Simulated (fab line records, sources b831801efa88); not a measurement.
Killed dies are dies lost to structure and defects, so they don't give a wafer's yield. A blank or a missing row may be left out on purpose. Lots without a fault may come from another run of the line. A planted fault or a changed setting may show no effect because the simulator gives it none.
Which tool did it? | flow sky130 | 12 lots, 36 wafers sampled, at 1 step of a route of 708

WHAT THE GAUGES READ, wafer by wafer
SKY_CONTACT_THK_MEAS_03.
lot  | measured     | on            | CONTACT_HDPCVD_THK (nm)
L075 | day 30 19:23 | film_metro-03 | 568 573 575
L077 | day 31 06:47 | film_metro-03 | 569 559 570
L079 | day 31 19:28 | film_metro-02 | 572 562 556
L081 | day 33 04:18 | film_metro-02 | 557 561 566
L083 | day 34 04:59 | film_metro-02 | 573 565 561
L084 | day 34 11:04 | film_metro-02 | 566 567 564
L088 | day 35 05:06 | film_metro-02 | 566 566 572
L090 | day 36 01:52 | film_metro-03 | 571 562 565
L091 | day 36 11:52 | film_metro-02 | 561 560 548
L093 | day 36 13:51 | film_metro-02 | 561 564 566
L094 | day 37 01:39 | film_metro-01 | 575 571 564
L097 | day 37 15:20 | film_metro-01 | 578 568 570

WHICH TOOL RAN EACH LOT (tool, then ch and the chambers of the sampled wafers, then the start)
The record holds no process step before these readings.

THE ANSWER, worked out from the rows above alone
Rule: what is usual is taken from the lots themselves. Put in order of their means at a reading, lots are off if they are a third of the lots or fewer, leave a main group of 4 or more, and stand apart from it by a gap of 3 or more times the standard deviation of the main group's means; of several such gaps the widest counts. A main group whose means are all the same, to the digits that the tables above print for the reading, isn't used. A lot without any number at a reading at which 4 lots or more have one is off too. The other lots that the step has rows for count as sound.
No lot is off at any reading shown: from this, nothing can be told.

WHAT THE SIMULATOR HAD PUT IN
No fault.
